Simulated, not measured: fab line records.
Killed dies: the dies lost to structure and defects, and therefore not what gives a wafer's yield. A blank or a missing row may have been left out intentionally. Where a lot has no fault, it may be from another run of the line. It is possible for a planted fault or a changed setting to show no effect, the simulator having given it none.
Code-filled problem report in 8D (eight disciplines) form + flow sky130 + the parts of the form that need people (team, actions taken, sign-off) are left out

## 1. PROBLEM STATEMENT
chamber pressure mTorr at SKY_CAP2M_METAL_ETCH_13 reads a mean of 12.005 mTorr on 2 wafers of 2 lots; wafers without a fault read 10.001 mTorr with a standard deviation of 0.0092. That is +99 or more standard deviations from the usual mean.
The step: etches TiN in Cl2/BCl3, stops on SiO2, target depth 220 nm, time 62.9 s.
Earliest sighting: wafer L809.2 on rie metal-02 at day 43 01:43. Wafers with a number at this step in the record: 36, from 12 lots. Rule for "out", or "out of limits": more than 4 standard deviations from the usual mean. The other wafers with a number count as sound.

## 2. WHAT THIS IS AND IS NOT
| question                    | is                     | is not                                                                                                   |
|-----------------------------|------------------------|----------------------------------------------------------------------------------------------------------|
| which readings at this step | chamber pressure mTorr | bcl3 flow sccm, drypump motor current A, oes product au, throttle valve pct                              |
| which lots                  | L809, L810             | L803, L804, L805, L806, L819, L821, L822, L823, L824, L825                                               |
| which wafers of those lots  | L809.2, L810.2         | L809.1, L809.3, L810.1, L810.3                                                                           |
| read on which tools         | rie metal-02           | rie metal-01, rie metal-03                                                                               |
| when                        | from day 43 01:43      | up to then (14 sound wafers); but 20 sound wafers of L810, L819, L821, L822, L823, L824, L825 came after |

## 3. SUSPECTS, AND WHAT RULES EACH OUT
Counting: if a tool at a process step up to the reading ran every lot that is out, it stays a suspect. Sound lots after the first of them don't rule it out here, since some wafers of a struck lot are sound.
- rie metal-02 at SKY_CAP2M_METAL_ETCH_13 (etches TiN in Cl2/BCl3, stops on SiO2, target depth 220 nm, time 62.9 s): kept. It ran every lot that is out, first L809 (day 43 01:43); its last sound lot up to then is L806 (day 42 02:12). Its own readings are out on those wafers: chamber pressure mTorr.
- Within rie metal-02 at SKY_CAP2M_METAL_ETCH_13: the wafers that are out ran in chamber 1; their sound lot-mates ran in chamber 0.
After counting, what remains is rie metal-02 at SKY_CAP2M_METAL_ETCH_13.

## 4. THE CAUSE (what the simulator had put in)
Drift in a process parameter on rie metal-02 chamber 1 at SKY_CAP2M_METAL_ETCH_13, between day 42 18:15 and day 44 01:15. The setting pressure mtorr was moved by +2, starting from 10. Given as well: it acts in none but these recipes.
This tool alone remained once counting was done.

## 5. SEQUENCE OF EFFECTS, ordered by route
Rows list readings where the struck wafers' mean (over those with a number) sits beyond 3 standard deviations from the usual. Readings are gone through only where the record gives a usual standard deviation; hours: the median, over the lots, of the time from a lot's start at the first step in this table giving one to that lot's start at this step; sigmas: the change measured in usual standard deviations.
| hours | step                    | reading                | usual        | on struck wafers | change | sigmas      |
|-------|-------------------------|------------------------|--------------|------------------|--------|-------------|
| 0     | SKY_CAP2M_METAL_ETCH_13 | chamber pressure mTorr | 10.001 mTorr | 12.005           | +2.004 | +99 or more |
It contains these process steps:
- SKY_CAP2M_METAL_ETCH_13: etches TiN in Cl2/BCl3, stops on SiO2, target depth 220 nm, time 62.9 s.

## 6. HOW IT WOULD HAVE BEEN CAUGHT EARLIER
In this record no reading fell out of limits until day 43 01:43, 7 hours after the fault had begun at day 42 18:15.
